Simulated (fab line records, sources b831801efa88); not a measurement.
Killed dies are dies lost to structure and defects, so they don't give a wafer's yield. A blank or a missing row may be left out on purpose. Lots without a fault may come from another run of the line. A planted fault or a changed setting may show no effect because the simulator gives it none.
Problem report in the 8D (eight disciplines) form, filled by code | flow gf180mcu | the parts of the form that need people (team, actions taken, sign-off) are left out

1. THE PROBLEM
run_length_s at GF_STI_WET_ETCH_26 reads a mean of 156 s on 6 wafers of 2 lots; wafers without a fault read 216 s with a standard deviation of 3.2. That is -19 standard deviations from the usual mean.
The step: etches SiO2 in dHF, target depth 94 nm, time 188 s.
First seen on wafer L615.1, day 5 09:20, on wet_bench-04. The record holds 18 wafers of 6 lots with a number at this step. Rule for "out", or "out of limits": more than 4 standard deviations from the usual mean. The other wafers with a number count as sound.

2. WHAT IT IS AND WHAT IT IS NOT
question                    | is                     | is not
which readings at this step | run_length_s           | -
which lots                  | L615, L619             | L602, L609, L614, L617
which wafers of those lots  | all that have a number | -
read on which tools         | wet_bench-04           | wet_bench-02, wet_bench-03
when                        | from day 5 09:20       | up to then (9 sound wafers); but 3 sound wafers of L617 came after

3. SUSPECTS, AND WHAT RULES EACH OUT
Counting: a tool at a process step up to the reading stays a suspect if it ran every lot that is out and no sound lot after the first of them.
- wet_bench-04 at GF_STI_WET_ETCH_26 (etches SiO2 in dHF, target depth 94 nm, time 188 s): kept. It ran every lot that is out, first L615 (day 5 09:20), and no sound lot after that; its last sound lot up to then is L609 (day 4 08:35). Its own readings are out on those wafers: run_length_s.
Left after counting: wet_bench-04 at GF_STI_WET_ETCH_26.

4. THE CAUSE (what the simulator had put in)
Process parameter drift: wet_bench-04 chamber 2, from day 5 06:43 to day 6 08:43, at GF_STI_WET_ETCH_26. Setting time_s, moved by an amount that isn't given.
Counting left only this tool.

5. THE CHAIN OF EFFECTS, in route order
Each row: a reading whose mean over the struck wafers that have a number lies more than 3 standard deviations from the usual. Only readings for which the record gives a usual standard deviation are gone through. hours: the time from each lot's start at the first step in this table that gives one to its start at this step, as a median over the lots. sigmas: the change in usual standard deviations.
hours | step               | reading      | usual | on struck wafers | change | sigmas
0     | GF_STI_WET_ETCH_26 | run_length_s | 216 s | 156              | -60    | -19
The process steps in it:
- GF_STI_WET_ETCH_26: etches SiO2 in dHF, target depth 94 nm, time 188 s.
Later measuring or inspecting steps at which every struck wafer that the step has a row for has a number for every such reading, and none has moved that far: GF_STI_THK_MEAS_30, GF_DNWELL_TW_MEAS_09, GF_NWELL_OVL_MEAS_07, GF_NWELL_TW_MEAS_11.

6. WHAT WOULD HAVE CAUGHT IT SOONER
In this record the first reading out of limits was taken at day 5 09:20, 3 hours after the fault began at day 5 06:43.
